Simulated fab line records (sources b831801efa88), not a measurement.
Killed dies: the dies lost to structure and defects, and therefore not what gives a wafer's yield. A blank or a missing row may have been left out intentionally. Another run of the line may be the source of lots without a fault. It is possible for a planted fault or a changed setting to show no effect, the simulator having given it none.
A lot that was struck, set against a sound lot	flow sky130	14 out of 708 route steps
Sound: these wafers, L791.1, L791.4, L791.6. The struck wafers were L789.1, L789.3, L789.4. Last of all comes the cause.
For every step that has rows: the tool of each side, followed by ch and its chambers, followed by its first start. Under that, the readings that differ: sound wafers	struck wafers	difference of the means	sigmas: that difference in standard deviations of wafers without a fault.
alike: readings with means less than 2 such deviations apart, plus words and numbers identical on both sides. not compared: withheld readings, readings lacking a value on some wafer, bounds such as >300 that could conceal the same value, and numbers that have no deviation in the record and whose values overlap.
The two part at a step that has a row with sigmas, a row that says differs or no value, or rows on one side only. Non-overlapping numbers with no deviation appear without sigmas and do not part them. A reading that every wafer of one side lacks parts them only if that side has two wafers or more.

SKY_RES_XHIGH_TW_MEAS_09:
  struck on filmMetro-01, day 32 07:41; sound on filmMetro-01, day 32 21:52
  alike: RES_XHIGH_TW
then, 7 steps without rows for these wafers: SKY_SD_N_DEHYDRATE_00 (time 60 s); SKY_SD_N_HMDS_01 (prime time 60 s); SKY_SD_N_COAT_02 (resist thk 1140 nm); SKY_SD_N_SOFTBAKE_03 (time 60 s); SKY_SD_N_EXPOSE_04 (exposes mask NSDM, target cd 380 nm); SKY_SD_N_PEB_05; SKY_SD_N_DEVELOP_06 (develop time 60 s).
SKY_SD_N_CD_MEAS_07 targets a cd of 380 nm.
  struck on cdSem-02, day 33 10:08; sound on cdSem-01, day 33 23:58
reading	sound	struck	difference	sigmas
cdNm (nm)	373.9 377.0 375.3	382.9 382.6 384.5	+7.9	+3
SKY_SD_N_OVL_MEAS_08:
  struck on overlay-02, day 33 10:15; sound on overlay-02, day 34 00:05
  alike: SD_N_OVL
then, 2 steps without rows for these wafers: SKY_SD_N_IMPLANT_09; SKY_SD_N_IMPLANT_10.
SKY_SD_N_STRIP_11: strips in O2/N2.
  sound on plasmaAsher-02 ch 0,1, day 34 00:25; struck on plasmaAsher-02 ch 0,1, day 33 10:35
  no value came back on the struck wafers for any of 5 readings (chamberPressureMTorr (mTorr), drypumpMotorCurrentA (A) and others); on the sound wafers chamberPressureMTorr (mTorr) reads 1498.6 1498.2 1498.9
reading	sound	struck	difference	sigmas
model.NOVOLAK_of_SD_N_COAT_02.thkNm (nm)	0 0 0	1145 1145 1144	+1145	
  not compared: rfHoursCounterH
SKY_SD_N_TW_MEAS_12:
  struck on filmMetro-04, day 33 10:41; sound on filmMetro-02, day 34 00:31
  alike: SD_N_TW

== WHERE THEY PART ==
Earliest at SKY_SD_N_CD_MEAS_07; latest, in this record, at SKY_SD_N_STRIP_11. Later steps at which nothing parts them and some readings are alike: SKY_SD_N_TW_MEAS_12.

WHY: whatever the simulator had introduced
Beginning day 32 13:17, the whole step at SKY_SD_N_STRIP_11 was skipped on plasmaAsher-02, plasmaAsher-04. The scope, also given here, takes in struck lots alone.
